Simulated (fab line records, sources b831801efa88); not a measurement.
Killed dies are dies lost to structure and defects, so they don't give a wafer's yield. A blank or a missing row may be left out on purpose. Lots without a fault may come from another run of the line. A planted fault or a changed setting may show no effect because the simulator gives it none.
One fault seen from 2 desks | flow gf180mcu | each desk has only its own numbers; what lay behind them comes last

THE TOOL OWNER'S DESK: implanter-04
The tool's own readings at GF_HV_LDD_IMPLANT_36: means of the sampled wafers that have a number, for each lot that ran on this tool. A lot is out of limits, marked OUT, if its mean lies more than 4 standard deviations from the usual mean; the brackets give that distance.
Columns: A = dose_ions_cm2 at GF_HV_LDD_IMPLANT_36, usual 7.5e+12; B = faraday_current_uA at GF_HV_LDD_IMPLANT_36, usual 42.3
lot  | first seen here | A                         | B
L257 | day 11 21:30    | 7.5e+12                   | 42.2
L263 | day 14 02:53    | 7.5e+12                   | 42.8
L275 | day 17 19:43    | 1.1e+13 (+99 or more) OUT | 63.0 (+23) OUT
L276 | day 18 06:37    | 1.1e+13 (+99 or more) OUT | 60.8 (+21) OUT
L277 | day 18 18:38    | 1.1e+13 (+99 or more) OUT | 61.7 (+22) OUT
This desk's finding: out of limits on L275, L276, L277; first on L275, day 17 19:43 (dose_ions_cm2 at GF_HV_LDD_IMPLANT_36). In limits: L257, L263.

THE METROLOGY DESK
What the gauges read, lot by lot, whatever tool the lot ran on: means of the sampled wafers that have a number. A lot is out of limits, marked OUT, if its mean lies more than 4 standard deviations from the usual mean; the brackets give that distance.
Columns: A = HV_LDD_3_TW at GF_HV_LDD_TW_MEAS_38, usual 1435; B = HV_LDD_RS at GF_HV_LDD_RS_MEAS_53, usual 418.2 ohm/sq; C = CONTACT_CVD_02_THK at GF_CONTACT_THK_MEAS_03, usual 859 nm
lot  | first seen here | A               | B                | C
L257 | day 11 21:44    | 1434            | 416.5            | 838
L258 | day 12 01:33    | 1439            | 418.5            | 857
L261 | day 13 03:00    | 1437            | 419.4            | 865
L263 | day 14 03:08    | 1433            | 417.6            | 859
L264 | day 14 05:38    | 1440            | 419.3            | 860
L265 | day 14 06:41    | 1442            | 417.8            | 862
L268 | day 15 08:36    | 1435            | 417.5            | 861
L275 | day 17 19:58    | 1478 (+6.8) OUT | 409.7 (-8.5) OUT | 864
L276 | day 18 06:52    | 1483 (+7.6) OUT | 410.3 (-7.9) OUT | 854
L277 | day 18 18:53    | 1479 (+7.0) OUT | 409.4 (-8.8) OUT | 865
L280 | day 19 17:22    | 1439            | 417.3            | 859
This desk's finding: out of limits on L275, L276, L277; first on L275, day 17 19:58 (HV_LDD_3_TW at GF_HV_LDD_TW_MEAS_38). In limits: L257, L258, L261, L263, L264, L265, L268, L280.

PUT TOGETHER
The tool owner's desk could have raised an alarm at day 17 19:43, on L275, L276, L277.
The metrology desk could have raised an alarm at day 17 19:58, on L275, L276, L277.
Of the lots named, all ran GF_HV_LDD_IMPLANT_36 on implanter-04.

WHAT THE SIMULATOR HAD PUT IN
Process parameter drift: implanter-04, from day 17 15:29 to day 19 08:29, at GF_HV_LDD_IMPLANT_36. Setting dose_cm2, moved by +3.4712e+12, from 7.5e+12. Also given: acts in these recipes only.
Lots struck among those shown: L275, L276, L277.
Hours from the fault's start to each desk's first reading out of limits: the tool owner's desk, 4; the metrology desk, 4.
